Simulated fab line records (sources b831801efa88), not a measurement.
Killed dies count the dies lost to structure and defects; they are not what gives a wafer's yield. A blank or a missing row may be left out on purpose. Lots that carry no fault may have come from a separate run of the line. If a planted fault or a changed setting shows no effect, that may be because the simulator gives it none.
A lot that was struck, set against a sound lot -- flow sky130 -- 14 steps out of a route of 708
Sound: the wafers L421.1, L421.4, L421.5. Struck: wafers L431.2, L431.4, L431.6. At the end, the cause is stated.
For every step that has rows: the tool of each side, followed by ch and its chambers, followed by its first start. Under that, the readings that differ: sound wafers -- struck wafers -- difference of the means -- sigmas: that difference in standard deviations of wafers without a fault.
alike: same words and numbers on both sides, and readings whose means sit less than 2 such deviations apart. not compared: any withheld reading, any reading some wafer has no value for, any bound like >300 that may hide the same value, and any number with overlapping values for which the record gives no deviation.
A row with sigmas, a row that says differs or no value, or rows on one side alone: a step with any of these is where the two part. When numbers do not overlap yet have no deviation, they are printed without sigmas and do not part them. Lack of a reading on every wafer of one side parts them only where that side has two or more wafers.

SKY_NWELL_OVL_MEAS_23:
  sound on overlay-02, day 8 08:25; struck on overlay-01, day 11 04:55
  alike: NWELL_01_OVL
next, for these wafers, 1 step has no rows: SKY_NWELL_IMPLANT_24.
SKY_NWELL_STRIP_25: strips in O2/N2.
  sound on plasma asher-02 ch 0,1, day 8 08:35; struck on plasma asher-03 ch 0,1, day 11 05:05
  alike: drypump motor current A, oes product au, strip time to endpoint s
  not compared: rf hours counter h
SKY_NWELL_TW_MEAS_26:
  sound on film metro-04, day 8 08:41; struck on film metro-01, day 11 05:12
  alike: NWELL_2_TW
then, 1 step without rows for these wafers: SKY_NWELL_CLEAN_27 (cleans in SC1/SC2, time 150 s).
SKY_NWELL_RTA_28: time 30 s.
  sound on rtp anneal-02 ch 0, day 8 08:48; struck on rtp anneal-02 ch 0, day 11 05:19
  alike: lamp power pct, ramp up c per s, wafer_temp_C_max
SKY_NWELL_RS_MEAS_29: uses a four-point probe to measure.
  sound on film metro-02, day 8 08:54; struck on film metro-04, day 11 05:25
  alike: NWELL_RS
SKY_NWELL_RS_MEAS_31: uses a four-point probe to measure.
  sound on film metro-02, day 8 09:08; struck on film metro-04, day 11 05:40
  alike: PWDE_RS
then, 3 steps without rows for these wafers: SKY_VT_ADJUST_HVTP_DEHYDRATE_00 (time 60 s); SKY_VT_ADJUST_HVTP_HMDS_01 (prime time 60 s); SKY_VT_ADJUST_HVTP_COAT_02 (resist thk 1140 nm).
SKY_VT_ADJUST_HVTP_SOFTBAKE_03: time 60 s.
  sound on litho track-04 ch 0, day 8 20:10; struck on litho track-03 ch 0, day 11 17:58
reading,sound,struck,difference,sigmas
run length s (s),88.92 88.84 88.91,107.19 107.38 107.12,+18.34,+73
  alike: resist line temp C
then, 1 step without rows for these wafers: SKY_VT_ADJUST_HVTP_EXPOSE_04 (exposes mask HVTPM, target cd 380 nm).
SKY_PAD_OPEN_PROBE_99:
  the record holds rows for the sound wafers here (prober-01, day 48 18:18) but none for the struck ones

## WHERE THEY PART
First at SKY_VT_ADJUST_HVTP_SOFTBAKE_03; last, within this record, at SKY_PAD_OPEN_PROBE_99.

WHY: the cause the simulator had injected
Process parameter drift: litho track-03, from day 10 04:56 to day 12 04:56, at SKY_VT_ADJUST_HVTP_SOFTBAKE_03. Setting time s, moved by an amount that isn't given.
